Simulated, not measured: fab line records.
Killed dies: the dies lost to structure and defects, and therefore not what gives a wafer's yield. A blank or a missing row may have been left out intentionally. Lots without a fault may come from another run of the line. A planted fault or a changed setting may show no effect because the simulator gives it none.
What tool caused it? :: flow sfqLine :: 14 lots, 42 wafers sampled, at 5 steps of a route of 325

== WHAT EACH GAUGE READ, for each wafer ==
SFQ_I1_OVL_MEAS_913.
lot: L684
measured: day 16 09:01
on: overlay-01
I1_OVL (nm): 0 1 1

lot: L685
measured: day 22 17:53
on: overlay-01
I1_OVL (nm): -5 -7 -8

lot: L686
measured: day 22 21:29
on: overlay-02
I1_OVL (nm): 1 8 6

lot: L689
measured: day 24 11:53
on: overlay-02
I1_OVL (nm): 6 1 -1

lot: L690
measured: day 25 03:29
on: overlay-02
I1_OVL (nm): 5 4 4

lot: L697
measured: day 27 09:35
on: overlay-01
I1_OVL (nm): -8 -6 -5

lot: L698
measured: day 34 05:45
on: overlay-01
I1_OVL (nm): -4 -5 -2

lot: L699
measured: day 34 14:08
on: overlay-02
I1_OVL (nm): -4 3 -7

lot: L700
measured: day 35 06:51
on: overlay-02
I1_OVL (nm): -6 -1 5

lot: L701
measured: day 35 11:40
on: overlay-02
I1_OVL (nm): -4 -3 -5

lot: L702
measured: day 35 15:16
on: overlay-01
I1_OVL (nm): -3 1 -2

lot: L703
measured: day 35 21:23
on: overlay-01
I1_OVL (nm): -9 -9 -5

lot: L705
measured: day 37 00:59
on: overlay-01
I1_OVL (nm): 3 -1 -1

lot: L706
measured: day 37 10:35
on: overlay-01
I1_OVL (nm): -3 -4 -3

== TOOL THAT RAN EACH LOT (tool first, then ch and the chambers of the sampled wafers, then the start) ==
lot: L684
SFQ_TRILAYER_M0_STRIP_STRIP_025: rieMetal-03 ch 1, day 10 23:09
SFQ_TRILAYER_I0_DEP_PECVD_027: pecvd-04 ch 0,1, day 11 00:42
SFQ_TRILAYER_M1_LITHO_COAT_044: lithoTrack-03 ch 0, day 15 22:20
SFQ_TRILAYER_M1_BARC_OPEN_METAL_ETCH_054: rieMetal-01 ch 0, day 16 00:38

lot: L685
SFQ_TRILAYER_M0_STRIP_STRIP_025: rieMetal-03 ch 1, day 11 06:55
SFQ_TRILAYER_I0_DEP_PECVD_027: pecvd-02 ch 0,2, day 11 08:17
SFQ_TRILAYER_M1_LITHO_COAT_044: lithoTrack-04 ch 0, day 16 01:56
SFQ_TRILAYER_M1_BARC_OPEN_METAL_ETCH_054: rieMetal-01 ch 0, day 16 05:22

lot: L686
SFQ_TRILAYER_M0_STRIP_STRIP_025: rieMetal-04 ch 0,1, day 11 12:43
SFQ_TRILAYER_I0_DEP_PECVD_027: pecvd-02 ch 0,1, day 11 13:30
SFQ_TRILAYER_M1_LITHO_COAT_044: lithoTrack-04 ch 0, day 16 09:44
SFQ_TRILAYER_M1_BARC_OPEN_METAL_ETCH_054: rieMetal-01 ch 0, day 16 12:02

lot: L689
SFQ_TRILAYER_M0_STRIP_STRIP_025: rieMetal-04 ch 0,1, day 12 10:19
SFQ_TRILAYER_I0_DEP_PECVD_027: pecvd-02 ch 0,2, day 12 11:06
SFQ_TRILAYER_M1_LITHO_COAT_044: lithoTrack-04 ch 0, day 18 05:49
SFQ_TRILAYER_M1_BARC_OPEN_METAL_ETCH_054: rieMetal-03 ch 0,1, day 18 08:03

lot: L690
SFQ_TRILAYER_M0_STRIP_STRIP_025: rieMetal-02 ch 0,1, day 12 22:31
SFQ_TRILAYER_I0_DEP_PECVD_027: pecvd-02 ch 0,2, day 12 23:06
SFQ_TRILAYER_M1_LITHO_COAT_044: lithoTrack-04 ch 0, day 18 23:53
SFQ_TRILAYER_M1_BARC_OPEN_METAL_ETCH_054: rieMetal-03 ch 0,1, day 19 02:05

lot: L697
SFQ_TRILAYER_M0_STRIP_STRIP_025: rieMetal-04 ch 0,1, day 15 03:10
SFQ_TRILAYER_I0_DEP_PECVD_027: pecvd-02 ch 0,2, day 15 03:57
SFQ_TRILAYER_M1_LITHO_COAT_044: lithoTrack-04 ch 0, day 21 13:04
SFQ_TRILAYER_M1_BARC_OPEN_METAL_ETCH_054: rieMetal-03 ch 0,1, day 27 01:26

lot: L698
SFQ_TRILAYER_M0_STRIP_STRIP_025: rieMetal-03 ch 0,1, day 15 10:42
SFQ_TRILAYER_I0_DEP_PECVD_027: pecvd-02 ch 0,2, day 15 11:19
SFQ_TRILAYER_M1_LITHO_COAT_044: lithoTrack-04 ch 0, day 21 22:46
SFQ_TRILAYER_M1_BARC_OPEN_METAL_ETCH_054: rieMetal-01 ch 0,1, day 27 13:28

lot: L699
SFQ_TRILAYER_M0_STRIP_STRIP_025: rieMetal-03 ch 0,1, day 15 17:42
SFQ_TRILAYER_I0_DEP_PECVD_027: pecvd-04 ch 0,1,2, day 15 18:28
SFQ_TRILAYER_M1_LITHO_COAT_044: lithoTrack-04 ch 0, day 22 03:25
SFQ_TRILAYER_M1_BARC_OPEN_METAL_ETCH_054: rieMetal-02 ch 0,1, day 27 21:58

lot: L700
SFQ_TRILAYER_M0_STRIP_STRIP_025: rieMetal-04 ch 0,1, day 16 03:18
SFQ_TRILAYER_I0_DEP_PECVD_027: pecvd-03 ch 0,1, day 16 04:04
SFQ_TRILAYER_M1_LITHO_COAT_044: lithoTrack-03 ch 0, day 22 14:22
SFQ_TRILAYER_M1_BARC_OPEN_METAL_ETCH_054: rieMetal-03 ch 1, day 28 09:58

lot: L701
SFQ_TRILAYER_M0_STRIP_STRIP_025: rieMetal-04 ch 1, day 16 09:18
SFQ_TRILAYER_I0_DEP_PECVD_027: pecvd-02 ch 1,2, day 16 10:04
SFQ_TRILAYER_M1_LITHO_COAT_044: lithoTrack-03 ch 0, day 22 20:35
SFQ_TRILAYER_M1_BARC_OPEN_METAL_ETCH_054: rieMetal-01 ch 0,1, day 28 15:58

lot: L702
SFQ_TRILAYER_M0_STRIP_STRIP_025: rieMetal-04 ch 0,1, day 16 13:28
SFQ_TRILAYER_I0_DEP_PECVD_027: pecvd-03 ch 1,2, day 16 14:15
SFQ_TRILAYER_M1_LITHO_COAT_044: lithoTrack-02 ch 0, day 22 23:59
SFQ_TRILAYER_M1_BARC_OPEN_METAL_ETCH_054: rieMetal-03 ch 0,1, day 28 18:22

lot: L703
SFQ_TRILAYER_M0_STRIP_STRIP_025: rieMetal-03 ch 1, day 17 02:37
SFQ_TRILAYER_I0_DEP_PECVD_027: pecvd-04 ch 0,1, day 17 03:24
SFQ_TRILAYER_M1_LITHO_COAT_044: lithoTrack-04 ch 0, day 23 09:46
SFQ_TRILAYER_M1_BARC_OPEN_METAL_ETCH_054: rieMetal-02 ch 0,1, day 29 01:34

lot: L705
SFQ_TRILAYER_M0_STRIP_STRIP_025: rieMetal-02 ch 1, day 18 02:43
SFQ_TRILAYER_I0_DEP_PECVD_027: pecvd-02 ch 1,2, day 18 03:53
SFQ_TRILAYER_M1_LITHO_COAT_044: lithoTrack-04 ch 0, day 24 08:23
SFQ_TRILAYER_M1_BARC_OPEN_METAL_ETCH_054: rieMetal-01 ch 0,1, day 30 04:33

lot: L706
SFQ_TRILAYER_M0_STRIP_STRIP_025: rieMetal-03 ch 0,1, day 18 16:43
SFQ_TRILAYER_I0_DEP_PECVD_027: pecvd-02 ch 0,1, day 18 17:31
SFQ_TRILAYER_M1_LITHO_COAT_044: lithoTrack-02 ch 0, day 24 20:56
SFQ_TRILAYER_M1_BARC_OPEN_METAL_ETCH_054: rieMetal-01 ch 0,1, day 30 14:09
- SFQ_TRILAYER_M0_STRIP_STRIP_025: strips in O2.
- SFQ_TRILAYER_I0_DEP_PECVD_027: deposits SiO2 from SiH4/N2O, time 111.11 s, target thk 500 nm.
- SFQ_TRILAYER_M1_LITHO_COAT_044: resist thk 62 nm.
- SFQ_TRILAYER_M1_BARC_OPEN_METAL_ETCH_054: etches BARC in O2, target depth 125 nm, time 41.7 s.

== AS READ BY THE TOOLS THEMSELVES (means over the sampled wafers that have a number; for cases with no such wafer, the mark the record gives instead) ==
SFQ_TRILAYER_M0_STRIP_STRIP_025.
lot: L684
tool: rieMetal-03
chamberPressureMTorr (mTorr): 50.00
drypumpMotorCurrentA (A): 6.4
oesProductAu (a.u.): 0.991

lot: L685
tool: rieMetal-03
chamberPressureMTorr (mTorr): 50.01
drypumpMotorCurrentA (A): 6.4
oesProductAu (a.u.): 0.978

lot: L686
tool: rieMetal-04
chamberPressureMTorr (mTorr): 50.04
drypumpMotorCurrentA (A): 5.8
oesProductAu (a.u.): 1.005

lot: L689
tool: rieMetal-04
chamberPressureMTorr (mTorr): 50.01
drypumpMotorCurrentA (A): 5.8
oesProductAu (a.u.): 0.997

lot: L690
tool: rieMetal-02
chamberPressureMTorr (mTorr): 50.05
drypumpMotorCurrentA (A): 5.2
oesProductAu (a.u.): 1.011

lot: L697
tool: rieMetal-04
chamberPressureMTorr (mTorr): 49.97
drypumpMotorCurrentA (A): 5.4
oesProductAu (a.u.): 0.999

lot: L698
tool: rieMetal-03
chamberPressureMTorr (mTorr): 50.06
drypumpMotorCurrentA (A): 6.4
oesProductAu (a.u.): 0.991

lot: L699
tool: rieMetal-03
chamberPressureMTorr (mTorr): 49.98
drypumpMotorCurrentA (A): 6.4
oesProductAu (a.u.): 0.991

lot: L700
tool: rieMetal-04
chamberPressureMTorr (mTorr): 50.02
drypumpMotorCurrentA (A): 5.4
oesProductAu (a.u.): 0.996

lot: L701
tool: rieMetal-04
chamberPressureMTorr (mTorr): 49.98
drypumpMotorCurrentA (A): 5.0
oesProductAu (a.u.): 0.995

lot: L702
tool: rieMetal-04
chamberPressureMTorr (mTorr): 50.05
drypumpMotorCurrentA (A): 5.5
oesProductAu (a.u.): 1.004

lot: L703
tool: rieMetal-03
chamberPressureMTorr (mTorr): 50.00
drypumpMotorCurrentA (A): 6.5
oesProductAu (a.u.): 1.004

lot: L705
tool: rieMetal-02
chamberPressureMTorr (mTorr): 50.04
drypumpMotorCurrentA (A): 6.0
oesProductAu (a.u.): 1.001

lot: L706
tool: rieMetal-03
chamberPressureMTorr (mTorr): 50.02
drypumpMotorCurrentA (A): 6.4
oesProductAu (a.u.): 0.998

SFQ_TRILAYER_I0_DEP_PECVD_027.
lot: L684
tool: pecvd-04
heaterPowerW (W): 83
throttleValvePct (%): 24.2

lot: L685
tool: pecvd-02
heaterPowerW (W): 89
throttleValvePct (%): 24.0

lot: L686
tool: pecvd-02
heaterPowerW (W): 94
throttleValvePct (%): 25.0

lot: L689
tool: pecvd-02
heaterPowerW (W): 83
throttleValvePct (%): 24.2

lot: L690
tool: pecvd-02
heaterPowerW (W): 85
throttleValvePct (%): 24.6

lot: L697
tool: pecvd-02
heaterPowerW (W): 81
throttleValvePct (%): 24.1

lot: L698
tool: pecvd-02
heaterPowerW (W): 81
throttleValvePct (%): 24.1

lot: L699
tool: pecvd-04
heaterPowerW (W): 92
throttleValvePct (%): 24.0

lot: L700
tool: pecvd-03
heaterPowerW (W): 72
throttleValvePct (%): 23.6

lot: L701
tool: pecvd-02
heaterPowerW (W): 87
throttleValvePct (%): 24.8

lot: L702
tool: pecvd-03
heaterPowerW (W): 82
throttleValvePct (%): 24.8

lot: L703
tool: pecvd-04
heaterPowerW (W): 80
throttleValvePct (%): 24.3

lot: L705
tool: pecvd-02
heaterPowerW (W): 81
throttleValvePct (%): 24.8

lot: L706
tool: pecvd-02
heaterPowerW (W): 84
throttleValvePct (%): 25.2

SFQ_TRILAYER_M1_LITHO_COAT_044.
lot: L684
tool: lithoTrack-03
spinSpeedRpm (rpm): 3000.3

lot: L685
tool: lithoTrack-04
spinSpeedRpm (rpm): 2999.1

lot: L686
tool: lithoTrack-04
spinSpeedRpm (rpm): 2998.6

lot: L689
tool: lithoTrack-04
spinSpeedRpm (rpm): 2998.5

lot: L690
tool: lithoTrack-04
spinSpeedRpm (rpm): 2998.1

lot: L697
tool: lithoTrack-04
spinSpeedRpm (rpm): 2997.0

lot: L698
tool: lithoTrack-04
spinSpeedRpm (rpm): 2996.8

lot: L699
tool: lithoTrack-04
spinSpeedRpm (rpm): 2998.3

lot: L700
tool: lithoTrack-03
spinSpeedRpm (rpm): 3000.6

lot: L701
tool: lithoTrack-03
spinSpeedRpm (rpm): 3001.3

lot: L702
tool: lithoTrack-02
spinSpeedRpm (rpm): 3001.4

lot: L703
tool: lithoTrack-04
spinSpeedRpm (rpm): 2998.3

lot: L705
tool: lithoTrack-04
spinSpeedRpm (rpm): 3000.8

lot: L706
tool: lithoTrack-02
spinSpeedRpm (rpm): 2999.0

SFQ_TRILAYER_M1_BARC_OPEN_METAL_ETCH_054.
lot: L684
tool: rieMetal-01
chamberPressureMTorr (mTorr): 9.996
drypumpMotorCurrentA (A): 5.8
oesProductAu (a.u.): 0.685

lot: L685
tool: rieMetal-01
chamberPressureMTorr (mTorr): 9.997
drypumpMotorCurrentA (A): 5.9
oesProductAu (a.u.): 0.691

lot: L686
tool: rieMetal-01
chamberPressureMTorr (mTorr): 9.998
drypumpMotorCurrentA (A): 5.8
oesProductAu (a.u.): 0.683

lot: L689
tool: rieMetal-03
chamberPressureMTorr (mTorr): 10.004
drypumpMotorCurrentA (A): 6.3
oesProductAu (a.u.): 0.693

lot: L690
tool: rieMetal-03
chamberPressureMTorr (mTorr): 9.995
drypumpMotorCurrentA (A): 6.4
oesProductAu (a.u.): 0.694

lot: L697
tool: rieMetal-03
chamberPressureMTorr (mTorr): 9.998
drypumpMotorCurrentA (A): 6.4
oesProductAu (a.u.): 0.680

lot: L698
tool: rieMetal-01
chamberPressureMTorr (mTorr): 10.006
drypumpMotorCurrentA (A): 5.9
oesProductAu (a.u.): 0.683

lot: L699
tool: rieMetal-02
chamberPressureMTorr (mTorr): 10.001
drypumpMotorCurrentA (A): 5.2
oesProductAu (a.u.): 0.680

lot: L700
tool: rieMetal-03
chamberPressureMTorr (mTorr): 9.992
drypumpMotorCurrentA (A): 6.5
oesProductAu (a.u.): 0.689

lot: L701
tool: rieMetal-01
chamberPressureMTorr (mTorr): 9.990
drypumpMotorCurrentA (A): 6.0
oesProductAu (a.u.): 0.684

lot: L702
tool: rieMetal-03
chamberPressureMTorr (mTorr): 9.986
drypumpMotorCurrentA (A): 6.3
oesProductAu (a.u.): 0.684

lot: L703
tool: rieMetal-02
chamberPressureMTorr (mTorr): 10.004
drypumpMotorCurrentA (A): 5.2
oesProductAu (a.u.): 0.689

lot: L705
tool: rieMetal-01
chamberPressureMTorr (mTorr): 10.003
drypumpMotorCurrentA (A): 5.9
oesProductAu (a.u.): 0.687

lot: L706
tool: rieMetal-01
chamberPressureMTorr (mTorr): 9.993
drypumpMotorCurrentA (A): 5.9
oesProductAu (a.u.): 0.686

== THE ANSWER, worked out from the rows above alone ==
Rule: what is usual is taken from the lots themselves. Put in order of their means at a reading, lots are off if they are a third of the lots or fewer, leave a main group of 4 or more, and stand apart from it by a gap of 3 or more times the standard deviation of the main group's means; of several such gaps the widest counts. A main group is skipped when, at the precision printed for the reading in the tables above, its means are all equal. Also off: a lot with no number at a reading for which 4 or more lots have one. All remaining lots with rows at the step are treated as sound. After the gauges, taken in route order, come the tools' own readings; for these a lot's mean is taken, as printed above. The first step at which some lot is off is used, and at that step the reading that is off furthest; a lot without a number counts as furthest.
Nothing can be told from this: no lot is off at any reading shown.

== WHAT WAS PUT IN BY THE SIMULATOR ==
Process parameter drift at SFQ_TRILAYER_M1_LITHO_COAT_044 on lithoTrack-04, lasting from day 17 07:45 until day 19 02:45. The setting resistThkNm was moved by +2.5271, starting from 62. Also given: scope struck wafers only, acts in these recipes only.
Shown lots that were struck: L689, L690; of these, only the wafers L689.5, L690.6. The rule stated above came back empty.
